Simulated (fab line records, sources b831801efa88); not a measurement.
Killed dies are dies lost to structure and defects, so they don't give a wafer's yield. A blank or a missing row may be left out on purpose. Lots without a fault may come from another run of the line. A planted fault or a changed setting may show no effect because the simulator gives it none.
fab line records | flow sky130
record lots=12 wafers=36 last_day=50
route steps=708 shown VIA1@471 METAL2@498 VIA2@507 PAD_OPEN@708
lots that met no fault: from a run of the same line without faults
start_h: hours from the record's first day to the start of the lot's first wafer shown | wait_h: hours since the lot's step before | " the same as in the row above | L1.1+2: a row that stands for several wafers | - no value, or no start given | * or withheld: withheld | < > ~ a bound
route shown NAME@n: a module of which the file shows steps, and the number in the route of the first | usual: mean/standard deviation of fault-free wafers | same: alike in all rows | chamber/n: place in a boat | sites: the reading at each site | _std_site: their standard deviation | _edge_site: outer sites' mean less inner sites' | radius_mm: how far each site lies from the wafer's centre | mask NAME#n: copy n | behind: the tool/chamber that last shaped the wafer | hold: why the lot was held/for how many hours/how that ended | device: the transistor (n, p or np) that didn't switch | end of line: the same wafers' tests at the end of the route | a step without rows: its recipe alone | killed: dies lost to structure and defects at the first sort, not the wafer's yield | map: a wafer's dies, x killed, . not, _ none there
set.NAME: the setting as run; set.NAME@STEP: as run at that earlier step | model.NAME: the simulator's own value behind a step, which no gauge read
steps of the route over a sample of lots; a table a step, a row a wafer
services: from which hour (start_h, from the record's first day; less than 0 if before it) a tool's chamber was out of use, for how many hours, and why
## steps
# step SKY_VIA1_OVL_MEAS_13
# usual VIA1_OVL=0/4.8
# columns lot.wafer tool chamber start_h wait_h VIA1_OVL[nm]
L771.2 overlay-02 - 806.66 0.1 0
L771.4 " - " " 4
L771.6 " - " " -5
L772.1 overlay-01 - 806.82 0.1 1
L772.3 " - " " -2
L772.4 " - " " -6
L773.2 overlay-02 - 809.82 0.1 2
L773.3 " - " " 3
L773.4 " - " " -2
L775.1 overlay-02 - 830.62 0.1 -7
L775.5 " - " " -5
L775.6 " - " " -10
L780.4 overlay-01 - 863.67 0.1 -5
L780.5 " - " " -3
L780.6 " - " " 1
L784.1 overlay-02 - 883.15 0.1 -1
L784.2 " - " " -6
L784.4 " - " " -8
L783.4 overlay-02 - 884.67 0.1 -8
L783.5 " - " " 2
L783.6 " - " " -4
L790.3 overlay-02 - 934.48 0.1 -3
L790.4 " - " " 5
L790.6 " - " " -1
L791.1 overlay-01 - 936.30 0.1 6
L791.4 " - " " 2
L791.5 " - " " 2
L792.1 overlay-02 - 950.27 0.1 1
L792.5 " - " " 2
L792.6 " - " " 2
L793.2 overlay-02 - 953.13 0.1 7
L793.3 " - " " 6
L793.6 " - " " 6
L794.1 overlay-02 - 953.82 0.1 6
L794.4 " - " " 4
L794.6 " - " " 4
# step SKY_METAL2_CD_MEAS_15
# recipe target_cd_nm=140
# usual cd_nm=140.7/1.8
# columns lot.wafer tool chamber start_h wait_h cd_nm
L771.2 cd_sem-01 - 833.67 - 139.5
L771.4 " - " " 140.1
L771.6 " - " " 141.4
L772.1 cd_sem-01 - 834.65 - 140.2
L772.3 " - " " 140.2
L772.4 " - " " 139.5
L773.2 cd_sem-01 - 836.17 - 139.6
L773.3 " - " " 139.2
L773.4 " - " " 140.6
L775.1 cd_sem-01 - 858.08 - 143.1
L775.5 " - " " 143.1
L775.6 " - " " 143.1
L780.4 cd_sem-01 - 890.41 - 140.0
L780.5 " - " " 140.9
L780.6 " - " " 142.4
L784.1 cd_sem-02 - 910.08 - 142.4
L784.2 " - " " 141.7
L784.4 " - " " 140.8
L783.4 cd_sem-02 - 911.46 - 140.4
L783.5 " - " " 138.5
L783.6 " - " " 140.5
L790.3 cd_sem-02 - 960.12 - 142.2
L790.4 " - " " 141.5
L790.6 " - " " 141.2
L791.1 cd_sem-02 - 961.20 - 138.3
L791.4 " - " " 138.1
L791.5 " - " " 140.7
L792.1 cd_sem-01 - 975.78 - 138.9
L792.5 " - " " 138.6
L792.6 " - " " 139.3
L793.2 cd_sem-01 - 978.75 - 145.5
L793.3 " - " " 145.1
L793.6 " - " " 146.7
L794.1 cd_sem-01 - 979.38 - 140.6
L794.4 " - " " 140.4
L794.6 " - " " 141.8
# step SKY_VIA2_HDPCVD_00
# recipe material=SiO2 target_thk_nm=1180 sigma_open_frac=0.3 time_s=196.7 temp_c=400 sih4_flow_sccm=60 pressure_mtorr=6
# usual pressure_mtorr=6.003/0.011 run_length_s=224.4/0.62
# columns lot.wafer tool chamber start_h wait_h pressure_mtorr run_length_s
L771.2 hdpcvd-02 2 834.77 0.0 5.989 223.9
L771.4 " 0 " " 6.004 225.0
L771.6 " 2 " " 5.997 223.2
L772.1 hdpcvd-02 0 835.58 0.0 6.023 225.4
L772.3 " 1 " " 6.018 224.6
L772.4 " 2 " " 6.019 223.3
L773.2 hdpcvd-01 2 837.33 0.0 6.014 223.4
L773.3 " 1 " " 5.996 224.3
L773.4 " 2 " " 6.020 223.9
L775.1 hdpcvd-01 1 859.01 0.0 6.001 224.2
L775.5 " 1 " " 6.017 224.5
L775.6 " 0 " " 5.979 224.7
L780.4 hdpcvd-01 0 891.35 0.1 6.016 209.0
L780.5 " 2 " " 6.004 223.5
L780.6 " 1 " " 5.993 224.4
L784.1 hdpcvd-02 1 911.19 0.0 5.996 224.7
L784.2 " 2 " " 5.997 223.7
L784.4 " 1 " " 6.006 224.8
L783.4 hdpcvd-01 0 912.39 0.1 6.006 208.7
L783.5 " 2 " " 5.992 223.8
L783.6 " 1 " " 5.990 224.1
L790.3 hdpcvd-01 2 961.19 0.0 5.990 224.6
L790.4 " 2 " " 5.991 224.3
L790.6 " 0 " " 6.007 225.4
L791.1 hdpcvd-01 2 962.13 0.0 6.024 223.4
L791.4 " 1 " " 5.976 223.8
L791.5 " 0 " " 6.003 224.5
L792.1 hdpcvd-01 1 976.77 0.0 5.985 223.9
L792.5 " 0 " " 5.993 224.6
L792.6 " 1 " " 6.017 224.3
L793.2 hdpcvd-01 2 982.58 0.0 5.999 224.0
L793.3 " 1 " " 5.997 224.0
L793.6 " 1 " " 5.980 223.8
L794.1 hdpcvd-01 0 983.06 0.0 6.000 225.1
L794.4 " 2 " " 5.995 223.8
L794.6 " 0 " " 5.987 224.5
# step SKY_VIA2_THK_MEAS_01
# recipe reads=SiO2_of_VIA2_HDPCVD_00
# usual VIA2_HDPCVD_THK=1177/15
# columns lot.wafer tool chamber start_h wait_h VIA2_HDPCVD_THK[nm]
L771.2 film_metro-04 - 834.91 0.1 1198
L771.4 " - " " 1207
L771.6 " - " " 1192
L772.1 film_metro-02 - 835.71 0.1 1199
L772.3 " - " " 1178
L772.4 " - " " 1195
L773.2 film_metro-04 - 837.47 0.1 1197
L773.3 " - " " 1163
L773.4 " - " " 1169
L775.1 film_metro-04 - 859.13 0.1 1160
L775.5 " - " " 1178
L775.6 " - " " 1180
L780.4 film_metro-02 - 891.44 0.0 1074
L780.5 " - " " 1197
L780.6 " - " " 1168
L784.1 film_metro-04 - 911.32 0.1 1168
L784.2 " - " " 1188
L784.4 " - " " 1177
L783.4 film_metro-03 - 912.49 0.0 1097
L783.5 " - " " 1178
L783.6 " - " " 1155
L790.3 film_metro-04 - 961.34 0.1 1151
L790.4 " - " " 1151
L790.6 " - " " 1174
L791.1 film_metro-03 - 962.26 0.1 1180
L791.4 " - " " 1156
L791.5 " - " " 1180
L792.1 film_metro-03 - 976.89 0.1 1144
L792.5 " - " " 1182
L792.6 " - " " 1164
L793.2 film_metro-03 - 982.71 0.1 1157
L793.3 " - " " 1145
L793.6 " - " " 1150
L794.1 film_metro-03 - 983.19 0.1 1180
L794.4 " - " " 1169
L794.6 " - " " 1185
# step SKY_VIA2_CD_MEAS_12
# recipe target_cd_nm=200
# usual cd_nm=199.8/1.5
# columns lot.wafer tool chamber start_h wait_h cd_nm
L771.2 cd_sem-02 - 861.30 - 199.8
L771.4 " - " " 199.0
L771.6 " - " " 198.3
L772.1 cd_sem-01 - 862.20 - 200.9
L772.3 " - " " 201.7
L772.4 " - " " 202.6
L773.2 cd_sem-02 - 863.97 - 199.3
L773.3 " - " " 199.8
L773.4 " - " " 199.9
L775.1 cd_sem-01 - 885.80 - 200.3
L775.5 " - " " 198.2
L775.6 " - " " 197.8
L780.4 cd_sem-01 - 916.91 - 199.3
L780.5 " - " " 199.8
L780.6 " - " " 198.5
L784.1 cd_sem-01 - 936.58 - 196.5
L784.2 " - " " 197.0
L784.4 " - " " 197.7
L783.4 cd_sem-01 - 938.51 - 200.0
L783.5 " - " " 200.1
L783.6 " - " " 200.7
L790.3 cd_sem-01 - 985.44 - 201.5
L790.4 " - " " 200.3
L790.6 " - " " 201.3
L791.1 cd_sem-01 - 986.90 - 200.0
L791.4 " - " " 201.8
L791.5 " - " " 201.0
L792.1 cd_sem-02 - 1000.55 - 200.8
L792.5 " - " " 199.4
L792.6 " - " " 199.8
L793.2 cd_sem-01 - 1005.57 - 201.5
L793.3 " - " " 200.6
L793.6 " - " " 201.9
L794.1 cd_sem-01 - 1005.90 - 196.6
L794.4 " - " " 196.4
L794.6 " - " " 198.1
# step SKY_PAD_OPEN_PROBE_99
# usual defect_limited_yield=82.4/1.9 killed_at_M0_to_M3=43/6.5 killed_at_M4_up=3.3/2 killed_at_contacts=24/5.2 killed_at_front_end=16/4.2 killed_at_other=0.3/0.6 killed_dies=87/9.3 killed_open=47/7.8 killed_short=39/6.2 sort_bin_3_pad_short=0.9/0.42 sort_bin_5_function=10.5/1.4 sort_bin_6_memory=6.3/0.97 sort_n_pass=405/9.3 sort_yield_pct=82.4/1.9
# same gross_dies=492 killed_at_back_side=0 sort_bin_4_leakage[%]=0 sort_bin_8_speed[%]=0
# columns lot.wafer tool chamber start_h wait_h defect_limited_yield[%] killed_at_M0_to_M3 killed_at_M4_up killed_at_contacts killed_at_front_end killed_at_other killed_dies killed_open killed_short sort_bin_3_pad_short[%] sort_bin_5_function[%] sort_bin_6_memory[%] sort_n_pass sort_yield_pct[%]
L773.2 prober-01 - 1088.39 0.1 81.1 52 3 23 15 0 93 54 39 1.2 10.8 6.9 399 81.1
L773.3 prober-01 - 1088.44 0.2 80.7 43 2 38 12 0 95 64 31 0.4 12.4 6.5 397 80.7
L773.4 prober-01 - 1088.49 0.2 81.1 48 1 30 14 0 93 52 41 0.2 13.0 5.7 399 81.1
L791.1 prober-01 - 1181.55 0.1 82.3 38 7 22 20 0 87 53 33 1.4 8.3 7.9 405 82.3
L791.4 prober-01 - 1181.70 0.2 82.7 39 4 23 19 0 85 39 45 0.6 11.6 5.1 407 82.7
L791.5 prober-01 - 1181.75 0.2 79.9 51 6 21 21 0 99 47 52 1.0 11.8 7.3 393 79.9
L792.1 prober-02 - 1190.52 0.1 85.2 42 2 16 13 0 73 42 31 1.2 6.9 6.7 419 85.2
L792.5 prober-02 - 1190.72 0.2 85.0 32 1 24 17 0 74 33 39 0.8 9.3 4.9 418 85.0
L792.6 prober-02 - 1190.77 0.2 82.5 43 4 17 20 2 86 46 39 0.6 9.8 7.1 406 82.5
L793.2 prober-01 - 1192.50 0.1 85.4 30 2 21 19 0 72 32 40 0.4 10.2 4.1 420 85.4
L793.3 prober-01 - 1192.55 0.2 86.6 36 0 18 12 0 66 32 34 1.2 8.5 3.7 426 86.6
L793.6 prober-01 - 1192.70 0.2 82.5 39 1 33 13 0 86 42 44 0.8 10.2 6.5 406 82.5
# killed by level:class
L773.2 VIA1:geometric_particle:open=14 METAL2:geometric_particle:short=12 CONTACT:geometric_particle:open=11 VIA3:geometric_particle:open=9 LI_CONTACT:geometric_particle:open=6 LOCAL_INTERCONNECT:geometric_particle:short=6 FIELD_ISO:geometric_particle:open=5 METAL1:geometric_particle:short=4
L773.3 CONTACT:geometric_particle:open=15 LI_CONTACT:geometric_particle:open=12 VIA2:geometric_particle:open=11 VIA1:geometric_particle:open=10 CONTACT:geometric_particle:short=7 FIELD_ISO:geometric_particle:short=5 METAL1:geometric_particle:short=5 METAL2:geometric_particle:short=4
L773.4 CONTACT:geometric_particle:open=13 VIA1:geometric_particle:open=11 FIELD_ISO:geometric_particle:short=7 LI_CONTACT:geometric_particle:open=7 VIA3:geometric_particle:open=7 VIA1:geometric_particle:short=6 METAL2:geometric_particle:short=6 VIA2:geometric_particle:open=5
L791.1 VIA1:geometric_particle:open=16 CONTACT:geometric_particle:open=8 POLY_GATE:geometric_particle:open=5 METAL1:geometric_particle:short=5 CONTACT:geometric_particle:short=4 LI_CONTACT:geometric_particle:open=4 LOCAL_INTERCONNECT:geometric_particle:short=4 VIA2:geometric_particle:open=4
L791.4 CONTACT:geometric_particle:short=7 VIA1:geometric_particle:open=7 METAL2:geometric_particle:short=6 FIELD_ISO:geometric_particle:open=6 VIA2:geometric_particle:open=6 VIA3:geometric_particle:open=6 LOCAL_INTERCONNECT:geometric_particle:short=5 CONTACT:geometric_particle:open=5
L791.5 LI_CONTACT:geometric_particle:open=8 VIA1:geometric_particle:short=8 POLY_GATE:geometric_particle:open=7 VIA1:geometric_particle:open=7 METAL3:geometric_particle:short=7 FIELD_ISO:geometric_particle:open=6 METAL2:geometric_particle:short=6 METAL1:geometric_particle:short=6
L792.1 VIA1:geometric_particle:open=9 VIA2:geometric_particle:open=9 CONTACT:geometric_particle:open=8 METAL1:geometric_particle:short=5 VIA1:geometric_particle:short=5 FIELD_ISO:geometric_particle:short=4 POLY_GATE:geometric_particle:open=3 POLY_GATE:geometric_particle:short=3
L792.5 LI_CONTACT:geometric_particle:open=9 METAL1:geometric_particle:short=8 POLY_GATE:geometric_particle:short=6 CONTACT:geometric_particle:open=5 VIA2:geometric_particle:open=5 LOCAL_INTERCONNECT:geometric_particle:short=4 CONTACT:geometric_particle:short=4 METAL3:geometric_particle:short=4
L792.6 VIA1:geometric_particle:open=10 METAL1:geometric_particle:short=8 VIA3:geometric_particle:open=7 VIA2:geometric_particle:open=7 POLY_GATE:geometric_particle:open=5 POLY_GATE:geometric_particle:short=4 LI_CONTACT:geometric_particle:open=4 CONTACT:geometric_particle:short=4
L793.2 POLY_GATE:geometric_particle:short=7 CONTACT:geometric_particle:open=6 LOCAL_INTERCONNECT:geometric_particle:short=6 VIA1:geometric_particle:open=6 VIA2:geometric_particle:open=5 FIELD_ISO:geometric_particle:open=4 POLY_GATE:geometric_particle:open=4 CONTACT:geometric_particle:short=4
L793.3 VIA1:geometric_particle:open=9 CONTACT:geometric_particle:short=6 CONTACT:geometric_particle:open=6 METAL2:geometric_particle:short=6 VIA2:geometric_particle:open=5 VIA3:geometric_particle:short=5 FIELD_ISO:geometric_particle:open=4 LI_CONTACT:geometric_particle:open=4
L793.6 CONTACT:geometric_particle:open=13 CONTACT:geometric_particle:short=9 VIA1:geometric_particle:open=9 METAL1:geometric_particle:short=6 METAL3:geometric_particle:short=5 VIA2:geometric_particle:open=5 FIELD_ISO:geometric_particle:short=4 POLY_GATE:geometric_particle:short=4
## services
# columns tool chamber start_h hours kind
hdpcvd-01 - 874.68 0.5 repair
hdpcvd-02 - 950.25 15.0 pm
hdpcvd-02 0 950.25 15.0 vent_cycle
hdpcvd-02 1 950.25 15.0 vent_cycle
hdpcvd-02 2 950.25 15.0 vent_cycle
hdpcvd-02 0 965.25 - clean
hdpcvd-02 1 965.25 - clean
hdpcvd-02 2 965.25 - clean
hdpcvd-01 - 965.91 5.5 pm
## key
first_sign step=SKY_VIA2_HDPCVD_00 reading=run_length_s direction=down sigmas=25 usual=* struck=*
effect step=SKY_VIA2_THK_MEAS_01 reading=VIA2_HDPCVD_THK direction=down sigmas=6 usual=1177 struck=1085
met_at SKY_VIA2_HDPCVD_00
struck_lots L780,L783
struck_wafers L780.4,L783.4
not_acting_at SKY_VIA1_OVL_MEAS_13,SKY_METAL2_CD_MEAS_15,SKY_VIA2_CD_MEAS_12
onset_between 859.01 891.35
fault kind=process_parameter_drift tool=hdpcvd-01 chamber=0 onset_h=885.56 steps=SKY_VIA2_HDPCVD_00 channel=time_s offset=* shape=step end_h=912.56 acts_in=* stated=*
